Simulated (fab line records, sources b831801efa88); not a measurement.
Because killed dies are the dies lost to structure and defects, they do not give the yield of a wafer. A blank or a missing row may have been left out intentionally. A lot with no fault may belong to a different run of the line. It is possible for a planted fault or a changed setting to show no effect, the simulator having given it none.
A struck lot beside a sound one    flow sfq line    14 steps out of a route of 325
Sound: the wafers L480.3, L480.4, L480.6. Wafers L487.2, L487.3, L487.6 were the ones struck. At the end, the cause is stated.
At each step with rows: each side's tool, then ch and its chambers, then its first start. Under that, the readings that differ: sound wafers    struck wafers    difference of the means    sigmas: that difference in standard deviations of wafers without a fault.
alike: same words and numbers on both sides, and readings whose means sit less than 2 such deviations apart. not compared: any withheld reading, any reading some wafer has no value for, any bound like >300 that may hide the same value, and any number with overlapping values for which the record gives no deviation.
Wherever a step has rows on one side only, a row that says differs or no value, or a row with sigmas, the two part there. When numbers do not overlap yet have no deviation, they are printed without sigmas and do not part them. Lack of a reading on every wafer of one side parts them only where that side has two or more wafers.

first, 3 steps without rows for these wafers: SFQ_TRILAYER_R5_LITHO_EXPOSE_137 (exposes mask R5, target cd 500 nm); SFQ_TRILAYER_R5_LITHO_PEB_139 (peb time 60 s); SFQ_TRILAYER_R5_LITHO_DEVELOP_138 (time 60 s).
SFQ_R5_OVL_MEAS_935:
  struck on overlay-02, day 78 12:33; sound on overlay-01, day 74 07:27
  alike: R5_OVL
SFQ_TRILAYER_R5_BARC_OPEN_METAL_ETCH_177: etches BARC in O2, target depth 125 nm, time 41.7 s.
  sound on rie metal-01 ch 0,1, day 74 07:30; struck on rie metal-01 ch 0, day 78 12:35
  alike: drypump motor current A, oes product au
  not compared: rf hours counter h
SFQ_TRILAYER_R5_ETCH_METAL_ETCH_139: etches the open film in Cl2, stops on SiO2, target depth 60 nm, time 40 s.
  sound on rie metal-01 ch 0,1, day 74 07:34; struck on rie metal-01 ch 0, day 78 12:38
  alike: drypump motor current A, oes product au
  not compared: rf hours counter h
SFQ_TRILAYER_R5_STRIP_STRIP_140: strips in O2.
  sound on rie metal-01 ch 0,1, day 74 07:48; struck on rie metal-01 ch 0, day 78 12:42
  alike: drypump motor current A, oes product au
  not compared: rf hours counter h
then, 1 step without rows for these wafers: SFQ_TRILAYER_R5_STRIP_SOLV_CLEAN_141 (cleans in NMP, time 600 s).
SFQ_TRILAYER_A5C_DEP_PECVD_142: deposits SiO2 from SiH4/N2O, time 15.556 s, target thk 70 nm.
  sound on pecvd-02 ch 0,1,2, day 74 08:22; struck on pecvd-04 ch 0,1, day 78 13:29
  alike: heater power w, susceptor temp C, throttle valve pct
then, 3 steps without rows for these wafers: SFQ_TRILAYER_I5_LITHO_COAT_149 (resist thk 62 nm); SFQ_TRILAYER_I5_LITHO_COAT_144 (resist thk 650 nm); SFQ_TRILAYER_I5_LITHO_SOFTBAKE_148.
-- the record jumps here: 3 days lie between the struck wafers' starts before and after --
SFQ_TRILAYER_I5_LITHO_EXPOSE_145: exposes mask I5, target cd 700 nm.
  struck on krf scanner-01, day 81 19:32; sound on krf scanner-02 ch 0, day 74 09:33
  no value came back on the struck wafers for exposure dose mJ cm2, focus offset nm (nm); on the sound wafers exposure dose mJ cm2 reads 21.322 21.296 21.320
  alike: mask
then, 1 step without rows for these wafers: SFQ_TRILAYER_I5_LITHO_PEB_147 (peb time 59.16 s).

WHERE THEY PART
Only at SFQ_TRILAYER_I5_LITHO_EXPOSE_145, within this record.

WHY: what had been put in by the simulator
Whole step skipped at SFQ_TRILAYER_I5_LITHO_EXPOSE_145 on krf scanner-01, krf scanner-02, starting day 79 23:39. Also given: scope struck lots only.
